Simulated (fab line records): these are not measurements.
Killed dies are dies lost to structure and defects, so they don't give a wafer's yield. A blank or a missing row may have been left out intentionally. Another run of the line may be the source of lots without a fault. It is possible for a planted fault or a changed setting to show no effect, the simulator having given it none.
What tool caused it?    flow sky130    at 1 step of a route of 708, 6 lots with 18 wafers sampled

## WHAT THE GAUGES READ, wafer by wafer
SKY_NWELL_OVL_MEAS_10.
lot   measured     on          NWELL_00_OVL (nm)
L903  day 5 03:01  overlay-01  -1.5 -0.2 -0.5
L906  day 5 18:11  overlay-02  -2.4 -1.8 -1.3
L908  day 6 06:42  overlay-01  1.4 1.0 0.6
L910  day 6 17:56  overlay-02  -2.7 -2.1 -2.3
L920  day 9 11:14  overlay-02  -1.9 -0.9 -1.2
L921  day 9 16:56  overlay-02  2.1 -1.0 1.6

## WHICH TOOL RAN EACH LOT (tool, then ch and the chambers of the sampled wafers, then the start)
The record holds no process step before these readings.

## THE ANSWER, worked out from the rows above alone
Rule: usual is defined by the lots themselves. The widest of any qualifying gaps counts: lots, ordered by their means at a reading, are off when they make up no more than a third of the lots, leave a main group of 4 or more, and stand apart from it by 3 or more times the standard deviation of that group's means. A main group is skipped when, at the precision printed for the reading in the tables above, its means are all equal. A lot without any number at a reading at which 4 lots or more have one is off too. All remaining lots with rows at the step are treated as sound.
None of the lots is off at any reading shown; this tells nothing.

## WHAT THE SIMULATOR PUT IN
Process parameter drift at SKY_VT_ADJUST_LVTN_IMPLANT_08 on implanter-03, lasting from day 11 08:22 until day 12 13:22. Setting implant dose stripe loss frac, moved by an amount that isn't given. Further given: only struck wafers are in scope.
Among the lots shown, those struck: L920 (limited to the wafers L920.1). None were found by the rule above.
